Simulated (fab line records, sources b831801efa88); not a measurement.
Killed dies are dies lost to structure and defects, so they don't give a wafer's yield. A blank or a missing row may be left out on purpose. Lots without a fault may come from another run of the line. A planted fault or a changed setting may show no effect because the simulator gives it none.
A struck lot beside a sound one | flow sky130 | 21 steps out of a route of 708
Sound: wafers L386.3, L386.4, L386.6. Struck: wafers L384.1, L384.4, L384.6. The cause comes at the end.
At each step with rows: each side's tool, then ch and its chambers, then its first start. Under that, the readings that differ: sound wafers | struck wafers | difference of the means | sigmas: that difference in standard deviations of wafers without a fault.
alike: readings whose means differ by less than 2 such deviations, and words and numbers that are the same on both sides. not compared: withheld readings, readings that some wafer has no value for, bounds like >300 that may hide the same value, and numbers for which the record gives no deviation and whose values overlap.
The two part at a step that has a row with sigmas, a row that says differs or no value, or rows on one side only. Numbers that don't overlap but have no deviation are shown without sigmas and don't part them. A reading that every wafer of one side lacks parts them only if that side has two wafers or more.

first, 6 steps without rows for these wafers: SKY_LI_CONTACT_COAT_06 (resist thk 60 nm); SKY_LI_CONTACT_COAT_07 (resist thk 450 nm); SKY_LI_CONTACT_SOFTBAKE_08 (time 90 s); SKY_LI_CONTACT_EXPOSE_09 (exposes mask LICM1, target cd 170 nm); SKY_LI_CONTACT_PEB_10; SKY_LI_CONTACT_DEVELOP_11 (develop time 60 s).
SKY_LI_CONTACT_CD_MEAS_12: target cd 170 nm.
  sound on cd_sem-02, day 34 15:09; struck on cd_sem-02, day 34 05:11
  alike: cd_nm
SKY_LI_CONTACT_OVL_MEAS_13:
  sound on overlay-02, day 34 15:15; struck on overlay-01, day 34 05:19
  alike: LI_CONTACT_OVL
SKY_LI_CONTACT_ETCH_14: etches BARC in N2/H2, stops on SiO2, time 45.9 s, target depth 60 nm.
  sound on rie_diel-02 ch 0,1, day 34 15:16; struck on rie_diel-03 ch 1,2,3, day 34 05:21
  alike: drypump_motor_current_A, oes_product_au, throttle_valve_pct
  not compared: rf_hours_counter_h
SKY_LI_CONTACT_ETCH_15: etches PSG in C4F8/O2/Ar, stops on Si, target depth 600 nm.
  sound on rie_diel-02 ch 0,1, day 34 15:19; struck on rie_diel-03 ch 1,2,3, day 34 05:23
  alike: oes_product_au
SKY_LI_CONTACT_STRIP_16: strips in O2/N2.
  sound on plasma_asher-01 ch 0,1, day 34 15:26; struck on plasma_asher-01 ch 0,1, day 34 05:28
  alike: drypump_motor_current_A, oes_product_au, strip_time_to_endpoint_s
  not compared: rf_hours_counter_h
then, 1 step without rows for these wafers: SKY_LI_CONTACT_CLEAN_17 (cleans in NMP, time 600 s).
SKY_LI_CONTACT_PRE_CLEAN_18: time 5.6 s.
  sound on pvd_sputter-01, day 34 15:41; struck on pvd_sputter-02, day 34 05:46
  no value came back on the struck wafers for bias_v (V), time_s (s); on the sound wafers bias_v (V) reads 353 360 357
  reading                                       | sound             | struck            | difference | sigmas
  model.PSG_of_LI_CONTACT_HDPCVD_00.thk_nm (nm) | 590.2 591.7 592.6 | 595.7 597.6 597.9 | +5.6       |
then, 1 step without rows for these wafers: SKY_LI_CONTACT_SPUTTER_19 (material Ti, target thk 20 nm, time 106.37 s).
SKY_LI_CONTACT_SPUTTER_20: material TiN, target thk 20 nm, time 80 s.
  sound on pvd_sputter-01, day 34 15:47; struck on pvd_sputter-02, day 34 05:52
  alike: chamber_pressure_pa, throttle_valve_pct
SKY_LI_CONTACT_CVD_21: deposits W, target thk 400 nm, time 120.56 s.
  sound on cvd_w-01 ch 0,1, day 34 15:53; struck on cvd_w-02 ch 0, day 34 05:55
  reading            | sound         | struck      | difference | sigmas
  heater_power_w (W) | 1068 979 1106 | 763 771 782 | -279       | -2
SKY_LI_CONTACT_RS_MEAS_22: measures by four-point-probe.
  sound on film_metro-02, day 34 16:01; struck on film_metro-02, day 34 06:03
  alike: LI_CONTACT_W_RS
SKY_LI_CONTACT_THK_MEAS_23: measures by xrf.
  sound on film_metro-02, day 34 16:07; struck on film_metro-02, day 34 06:10
  alike: LI_CONTACT_W_THK
SKY_LI_CONTACT_CMP_24: polishes, stops on PSG, t overpolish 20 s, target thk 0 nm.
  sound on cmp-01 ch 0,3, day 34 16:09; struck on cmp-02 ch 0,1,2, day 34 06:14
  reading                                       | sound             | struck            | difference | sigmas
  model.PSG_of_LI_CONTACT_HDPCVD_00.thk_nm (nm) | 585.8 587.3 588.2 | 591.3 593.2 593.5 | +5.6       |
  alike: head_pressure_psi, motor_current_A
then, 1 step without rows for these wafers: SKY_LOCAL_INTERCONNECT_SPUTTER_00 (material TiN, target thk 100 nm, time 83.3 s).
-- the record jumps here: 15 days lie between the struck wafers' starts before and after (it left off in module LOCAL_INTERCONNECT and takes up again in module PAD_OPEN, whose first step shown is number 708 of the route) --
SKY_PAD_OPEN_PROBE_99:
  sound on prober-02, day 49 16:13; struck on prober-02, day 49 09:10
  reading                                 | sound                         | struck                        | difference | sigmas
  model.etest.nfet_16v.r_on_ohm_um        | 1.436e+04 1.424e+04 1.428e+04 | 1.639e+04 1.666e+04 1.644e+04 | +2.203e+03 |
  model.etest.nfet_g5v0d10v5.r_on_ohm_um  | 1880 1861 1866                | 4118 4208 4170                | +2296      |
  model.etest.licon_ndiff.rc_ohm          | 180 179.6 174.8               | 2068 2134 2136                | +1935      |
  model.etest.nfet_01v8.r_on_ohm_um       | 827.8 812.2 818.1             | 2602 2630 2633                | +1802      |
  model.etest.sonos_uncharged.r_on_ohm_um | 831.9 823.9 832.5             | 2497 2534 2459                | +1667      |
  model.etest.licon_pdiff.rc_ohm          | 567.1 592.7 570.4             | 2144 2184 2120                | +1573      |
  model.etest.pfet_01v8.r_on_ohm_um       | 2878 2858 2879                | 4340 4326 4380                | +1477      |
  model.etest.pfet_g5v0d10v5.r_on_ohm_um  | 4774 4657 4711                | 6187 6266 6210                | +1507      |
  alike: killed_at_M0_to_M3, killed_at_M4_up, killed_at_contacts, killed_at_front_end, killed_at_other, killed_dies, killed_open, killed_short

WHERE THEY PART
First at SKY_LI_CONTACT_PRE_CLEAN_18; last, within this record, at SKY_LI_CONTACT_CVD_21. Later steps at which nothing parts them and some readings are alike: SKY_LI_CONTACT_RS_MEAS_22, SKY_LI_CONTACT_THK_MEAS_23, SKY_LI_CONTACT_CMP_24, SKY_PAD_OPEN_PROBE_99.

WHY: what the simulator had put in
Skipped step whole: pvd_sputter-02, from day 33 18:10 on, at SKY_LI_CONTACT_PRE_CLEAN_18. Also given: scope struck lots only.
